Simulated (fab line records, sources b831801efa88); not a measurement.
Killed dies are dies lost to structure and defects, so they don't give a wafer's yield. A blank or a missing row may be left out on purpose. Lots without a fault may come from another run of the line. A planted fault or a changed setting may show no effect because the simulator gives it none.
Which tool did it? | flow gf180mcu | 13 lots, 39 wafers sampled, at 5 steps of a route of 602

WHAT THE GAUGES READ, wafer by wafer
GF_PSD_RS_MEAS_14: measures by four-point-probe.
lot  | measured     | on            | NSD_RS (ohm/sq)
L521 | day 14 04:17 | film_metro-01 | 46.19 46.26 46.32
L522 | day 14 10:09 | film_metro-01 | 46.22 46.12 46.14
L523 | day 15 00:10 | film_metro-01 | 46.18 46.21 46.24
L527 | day 16 09:58 | film_metro-04 | 46.29 46.34 46.34
L531 | day 17 21:05 | film_metro-01 | 45.31 45.27 45.19
L533 | day 18 13:39 | film_metro-04 | 45.35 45.34 45.33
L534 | day 18 19:58 | film_metro-04 | 46.25 46.22 46.16
L539 | day 20 23:45 | film_metro-01 | 46.21 46.15 46.26
L540 | day 21 03:29 | film_metro-02 | 46.16 46.04 46.14
L541 | day 21 07:05 | film_metro-04 | 46.20 46.22 46.23
L542 | day 21 11:55 | film_metro-02 | 46.08 46.13 46.13
L543 | day 22 01:13 | film_metro-04 | 46.12 46.18 46.07
L544 | day 22 08:13 | film_metro-02 | 46.12 46.12 46.00

GF_PSD_RS_MEAS_15: measures by four-point-probe.
lot  | measured     | on            | PSD_RS (ohm/sq)
L521 | day 14 04:24 | film_metro-01 | 108.67 108.65 108.74
L522 | day 14 10:16 | film_metro-01 | 109.06 108.99 108.66
L523 | day 15 00:17 | film_metro-01 | 108.66 109.05 108.88
L527 | day 16 10:05 | film_metro-04 | 109.46 109.37 109.39
L531 | day 17 21:12 | film_metro-01 | 105.46 105.44 105.34
L533 | day 18 13:46 | film_metro-04 | 105.03 105.31 105.24
L534 | day 18 20:05 | film_metro-04 | 108.90 108.95 108.86
L539 | day 20 23:52 | film_metro-01 | 108.78 108.63 108.65
L540 | day 21 03:36 | film_metro-02 | 108.80 108.60 108.72
L541 | day 21 07:12 | film_metro-04 | 108.58 108.56 108.50
L542 | day 21 12:02 | film_metro-02 | 108.74 108.48 108.82
L543 | day 22 01:20 | film_metro-04 | 108.12 108.19 108.62
L544 | day 22 08:20 | film_metro-02 | 108.19 108.47 108.36

GF_V4_THK_MEAS_01.
lot  | measured     | on            | V4_CVD_00_THK (nm)
L521 | day 23 09:35 | film_metro-02 | 603 597 598
L522 | day 23 11:58 | film_metro-01 | 591 596 592
L523 | day 24 08:16 | film_metro-01 | 602 607 595
L527 | day 25 14:07 | film_metro-01 | 597 591 592
L531 | day 27 02:00 | film_metro-01 | 592 603 595
L533 | day 27 17:51 | film_metro-01 | 594 596 610
L534 | day 27 23:01 | film_metro-03 | 605 597 601
L539 | day 29 13:29 | film_metro-01 | 612 600 597
L540 | day 29 16:52 | film_metro-03 | 594 596 601
L541 | day 29 21:35 | film_metro-03 | 599 593 599
L542 | day 30 01:40 | film_metro-01 | 602 607 605
L543 | day 30 10:36 | film_metro-01 | 598 595 596
L544 | day 30 17:47 | film_metro-02 | 600 597 606

GF_V4_THK_MEAS_03.
lot  | measured     | on            | V4_CVD_02_THK (nm)
L521 | day 23 09:43 | film_metro-01 | 848 852 858
L522 | day 23 12:05 | film_metro-03 | 847 855 856
L523 | day 24 08:23 | film_metro-03 | 836 850 826
L527 | day 25 14:15 | film_metro-03 | 851 851 857
L531 | day 27 02:07 | film_metro-01 | 850 860 860
L533 | day 27 18:01 | film_metro-01 | 833 846 850
L534 | day 27 23:08 | film_metro-02 | 872 849 885
L539 | day 29 13:37 | film_metro-01 | 856 846 866
L540 | day 29 17:00 | film_metro-01 | 841 831 848
L541 | day 29 21:43 | film_metro-03 | 837 842 862
L542 | day 30 01:47 | film_metro-03 | 848 854 844
L543 | day 30 10:44 | film_metro-02 | 850 849 856
L544 | day 30 17:55 | film_metro-02 | 865 860 863

WHICH TOOL RAN EACH LOT (tool, then ch and the chambers of the sampled wafers, then the start)
lot  | GF_PSD_RTA_13
L521 | rtp_anneal-02 ch 0, day 14 04:11
L522 | rtp_anneal-01 ch 0, day 14 10:04
L523 | rtp_anneal-01 ch 0, day 15 00:05
L527 | rtp_anneal-02 ch 0, day 16 09:53
L531 | rtp_anneal-01 ch 0, day 17 20:59
L533 | rtp_anneal-01 ch 0, day 18 13:34
L534 | rtp_anneal-02 ch 0, day 18 19:52
L539 | rtp_anneal-02 ch 0, day 20 23:40
L540 | rtp_anneal-02 ch 0, day 21 03:23
L541 | rtp_anneal-02 ch 0, day 21 06:59
L542 | rtp_anneal-02 ch 0, day 21 11:50
L543 | rtp_anneal-01 ch 0, day 22 01:08
L544 | rtp_anneal-01 ch 0, day 22 08:07
- GF_PSD_RTA_13: time 20 s.

WHAT THE TOOLS THEMSELVES READ (means of the sampled wafers that have a number; where no wafer has one, the mark that the record gives instead)
GF_PSD_RTA_13.
lot  | tool          | lamp_power_pct (%) | wafer_temp_C_max
L521 | rtp_anneal-02 | 31.2               | 1033
L522 | rtp_anneal-01 | 33.3               | 1028
L523 | rtp_anneal-01 | 33.3               | 1028
L527 | rtp_anneal-02 | 31.3               | 1034
L531 | rtp_anneal-01 | 33.9               | 1034
L533 | rtp_anneal-01 | 33.8               | 1035
L534 | rtp_anneal-02 | 31.3               | 1035
L539 | rtp_anneal-02 | 31.3               | 1033
L540 | rtp_anneal-02 | 31.3               | 1033
L541 | rtp_anneal-02 | 31.2               | 1034
L542 | rtp_anneal-02 | 31.3               | 1033
L543 | rtp_anneal-01 | 33.3               | 1028
L544 | rtp_anneal-01 | 33.3               | 1028

THE ANSWER, worked out from the rows above alone
Rule: what is usual is taken from the lots themselves. Put in order of their means at a reading, lots are off if they are a third of the lots or fewer, leave a main group of 4 or more, and stand apart from it by a gap of 3 or more times the standard deviation of the main group's means; of several such gaps the widest counts. A main group whose means are all the same, to the digits that the tables above print for the reading, isn't used. A lot without any number at a reading at which 4 lots or more have one is off too. The other lots that the step has rows for count as sound. The gauges are gone through in route order, then the tools' own readings, and for those a lot's mean is taken as printed above. The first step at which some lot is off is used, and at that step the reading that is off furthest; a lot without a number counts as furthest.
Off: L531, L533, at GF_PSD_RS_MEAS_14 (NSD_RS). The main group: mean 46.18 ohm/sq, standard deviation 0.069.
A tool fits if, at a process step before that reading, it ran every lot that is off, and no sound lot after the first of them. The gauges at GF_PSD_RS_MEAS_14 are tried like those tools. None of those tried fits.

WHAT THE SIMULATOR HAD PUT IN
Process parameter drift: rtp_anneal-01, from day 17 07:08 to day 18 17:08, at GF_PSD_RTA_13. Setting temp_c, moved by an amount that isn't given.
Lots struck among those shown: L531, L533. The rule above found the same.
